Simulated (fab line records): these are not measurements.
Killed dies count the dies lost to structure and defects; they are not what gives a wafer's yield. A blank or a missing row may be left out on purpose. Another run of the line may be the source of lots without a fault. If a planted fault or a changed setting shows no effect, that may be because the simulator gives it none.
Chamber matching || flow gf180mcu || 4 sister chambers for GF_M5_ETCH_09 on rieDiel-04
The step etches Si3N4 in CF4/O2, target depth 52 nm, time 11.6 s. 4 wafers are shown with their chamber, then 9 later ones without.

## EACH WAFER AND ITS CHAMBER
{"wafer": "L079.1", "chamber": 1, "drypumpMotorCurrentA (A)": 6.5}
{"wafer": "L085.3", "chamber": 2, "drypumpMotorCurrentA (A)": 5.8}
{"wafer": "L086.4", "chamber": 0, "drypumpMotorCurrentA (A)": 6.6}
{"wafer": "L086.5", "chamber": 3, "drypumpMotorCurrentA (A)": 5.4}

## WAFERS WITH NO CHAMBER GIVEN
{"wafer": "L092.1", "drypumpMotorCurrentA (A)": 6.6}
{"wafer": "L092.3", "drypumpMotorCurrentA (A)": 5.8}
{"wafer": "L092.5", "drypumpMotorCurrentA (A)": 6.7}
{"wafer": "L093.1", "drypumpMotorCurrentA (A)": 6.7}
{"wafer": "L093.3", "drypumpMotorCurrentA (A)": 5.4}
{"wafer": "L093.5", "drypumpMotorCurrentA (A)": 5.4}
{"wafer": "L095.2", "drypumpMotorCurrentA (A)": 5.4}
{"wafer": "L095.3", "drypumpMotorCurrentA (A)": 6.5}
{"wafer": "L095.5", "drypumpMotorCurrentA (A)": 5.4}

## WHICH CHAMBER EACH ONE RAN IN
{"wafer": "L092.1", "from the rows above": 0, "in truth": 0}
{"wafer": "L092.3", "from the rows above": 2, "in truth": 2}
{"wafer": "L092.5", "from the rows above": 0, "in truth": 0}
{"wafer": "L093.1", "from the rows above": 0, "in truth": 0}
{"wafer": "L093.3", "from the rows above": 3, "in truth": 3}
{"wafer": "L093.5", "from the rows above": 3, "in truth": 3}
{"wafer": "L095.2", "from the rows above": 3, "in truth": 3}
{"wafer": "L095.3", "from the rows above": 1, "in truth": 1}
{"wafer": "L095.5", "from the rows above": 3, "in truth": 3}
9 of 9 placed correctly. Number that these rows cannot place: 0. Number placed wrongly: 0.
How it was worked out, from the rows above alone: a wafer's distance from a chamber is the root of the sum, over the readings, of the square of ((its reading less the chamber's mean) divided by the reading's scatter). The wafer belongs to the nearest chamber; if the next one is less than 2 further off, it can't be placed. Each chamber's mean is taken over the wafers shown for it. The scatter: with one shown wafer a chamber, the root of the mean of the squares of how far each hidden wafer lies from its nearest shown one.
